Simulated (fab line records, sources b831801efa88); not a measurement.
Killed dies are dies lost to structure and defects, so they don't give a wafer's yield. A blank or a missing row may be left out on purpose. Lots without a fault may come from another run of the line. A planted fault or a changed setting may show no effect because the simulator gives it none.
Which tool did it? | flow gf180mcu | 13 lots, 39 wafers sampled, at 3 steps of a route of 602

WHAT THE GAUGES READ, wafer by wafer
GF_STI_THK_MEAS_22. Usual: STI_OXIDATION_01_THK 14.99 nm, standard deviation 0.27.
lot  | measured    | on            | STI_OXIDATION_01_THK (nm) | flag
L688 | day 2 05:58 | film_metro-02 | 14.82 14.47 14.69         |
L691 | day 2 18:58 | film_metro-04 | 14.71 14.90 14.62         |
L692 | day 2 23:50 | film_metro-01 | 15.00 14.99 14.96         |
L693 | day 3 05:08 | film_metro-01 | 15.10 15.32 15.19         |
L694 | day 3 12:29 | film_metro-01 | 14.92 15.10 15.29         |
L695 | day 3 16:33 | film_metro-01 | 14.93 15.01 14.87         |
L696 | day 3 20:14 | film_metro-04 | 14.63 14.66 14.71         |
L697 | day 4 02:45 | film_metro-01 | 14.77 14.63 14.76         |
L698 | day 4 06:18 | film_metro-01 | 14.89 14.85 14.69         |
L699 | day 4 12:13 | film_metro-04 | 15.37 15.32 15.26         |
L706 | day 6 00:17 | film_metro-04 | 15.23 15.39 15.29         |
L708 | day 6 10:27 | film_metro-04 | 15.33 15.12 15.18         |
L709 | day 6 16:08 | film_metro-01 | 15.25 15.49 15.14         |

GF_VT_IMPLANT_RS_MEAS_48: measures by four-point-probe. Usual: LVPWELL_RS 1195 ohm/sq, standard deviation 3.
lot  | measured     | on            | LVPWELL_RS (ohm/sq) | flag
L688 | day 7 17:27  | film_metro-02 | 1193 1193 1192      |
L691 | day 8 09:43  | film_metro-04 | 1196 1190 1195      |
L692 | day 8 16:03  | film_metro-03 | 1195 1192 1194      |
L693 | day 8 22:36  | film_metro-04 | 1197 1193 1197      |
L694 | day 9 09:41  | film_metro-04 | 1191 1189 1192      |
L695 | day 9 13:17  | film_metro-02 | 1193 1200 1194      |
L696 | day 9 18:59  | film_metro-04 | 1193 1190 1193      |
L697 | day 10 02:56 | film_metro-02 | 1199 1196 1199      |
L698 | day 10 07:46 | film_metro-02 | 1195 1198 1195      |
L699 | day 10 14:49 | film_metro-03 | 1189 1191 1194      |
L706 | day 12 14:20 | film_metro-04 | 1182 1183 1181      | OFF
L708 | day 13 02:58 | film_metro-04 | 1179 1181 1175      | OFF
L709 | day 13 12:17 | film_metro-02 | 1184 1182 1184      | OFF

WHICH TOOL RAN EACH LOT (tool, then ch and the chambers of the sampled wafers, then the start)
lot  | GF_LVPWELL_IMPLANT_08
L688 | implanter-04 ch 0, day 3 22:53
L691 | implanter-04 ch 0, day 4 13:23
L692 | implanter-04 ch 0, day 4 18:47
L693 | implanter-02 ch 0, day 5 00:11
L694 | implanter-02 ch 0, day 5 09:08
L695 | implanter-02 ch 0, day 5 12:13
L696 | implanter-01 ch 0, day 5 16:34
L697 | implanter-02 ch 0, day 5 23:26
L698 | implanter-01 ch 0, day 6 03:53
L699 | implanter-01 ch 0, day 6 10:50
L706 | implanter-04 ch 0, day 8 01:35
L708 | implanter-04 ch 0, day 8 12:53
L709 | implanter-04 ch 0, day 8 20:12
- GF_LVPWELL_IMPLANT_08

WHAT THE TOOLS THEMSELVES READ (means of the sampled wafers that have a number; where no wafer has one, the mark that the record gives instead)
GF_LVPWELL_IMPLANT_08. Usual: beam_energy_keV 170.00, standard deviation 0.049; dose_ions_cm2 1.5003e+13, standard deviation 1.5e+10; faraday_current_uA 84.5, standard deviation 1.6; tilt_deg -0.002 degrees, standard deviation 0.02.
lot  | tool         | beam_energy_keV | dose_ions_cm2 | faraday_current_uA | tilt_deg (degrees) | flag
L688 | implanter-04 | 170.01          | 1.4991e+13    | 85.1               | -0.022             |
L691 | implanter-04 | 170.00          | 1.4985e+13    | 84.1               | 0.035              |
L692 | implanter-04 | 170.03          | 1.5014e+13    | 83.8               | -0.025             |
L693 | implanter-02 | 169.97          | 1.4983e+13    | 84.4               | -0.011             |
L694 | implanter-02 | 170.06          | 1.4999e+13    | 82.4               | 0.015              |
L695 | implanter-02 | 170.07          | 1.5003e+13    | 85.9               | -0.021             |
L696 | implanter-01 | 169.98          | 1.5005e+13    | 85.3               | -0.017             |
L697 | implanter-02 | 169.97          | 1.5002e+13    | 85.5               | 0.015              |
L698 | implanter-01 | 169.93          | 1.4986e+13    | 83.5               | 0.019              |
L699 | implanter-01 | 169.97          | 1.4986e+13    | 84.0               | 0.012              |
L706 | implanter-04 | 181.90          | 1.5019e+13    | 86.3               | 0.005              | OFF
L708 | implanter-04 | 181.84          | 1.5011e+13    | 83.9               | -0.001             | OFF
L709 | implanter-04 | 181.92          | 1.4999e+13    | 84.4               | -0.009             | OFF

THE ANSWER, worked out from the rows above alone
Rule: a lot is off if the mean of its wafers that have a number lies more than 3 standard deviations from the usual mean. A lot without any number at a reading at which 4 lots or more have one is off too. The other lots that the step has rows for count as sound. The gauges are gone through in route order, then the tools' own readings, and for those a lot's mean is taken as printed above. The first step at which some lot is off is used, and at that step the reading that is off furthest; a lot without a number counts as furthest.
Off: L706, L708, L709, at GF_VT_IMPLANT_RS_MEAS_48 (LVPWELL_RS).
A tool fits if, at a process step before that reading, it ran every lot that is off, and no sound lot after the first of them. The gauges at GF_VT_IMPLANT_RS_MEAS_48 aren't tried: what is off there is off at GF_LVPWELL_IMPLANT_08 too, on other tools, and a gauge's error can't cause that. One fits: implanter-04 at GF_LVPWELL_IMPLANT_08. Its last sound lot is L692 (day 4 18:47), its first lot that is off L706 (day 8 01:35): a fault that began between those two fits.
The tool's own readings at GF_LVPWELL_IMPLANT_08 bear it out: on the lots that are off they differ by more than 5 times the standard deviation of the sound lots' means. beam_energy_keV reads 181.89 there against 170.00 on the sound lots.

WHAT THE SIMULATOR HAD PUT IN
Process parameter drift: implanter-04, from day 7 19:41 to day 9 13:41, at GF_LVPWELL_IMPLANT_08. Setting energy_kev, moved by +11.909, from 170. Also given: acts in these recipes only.
Lots struck among those shown: L706, L708, L709. The rule above found the same.
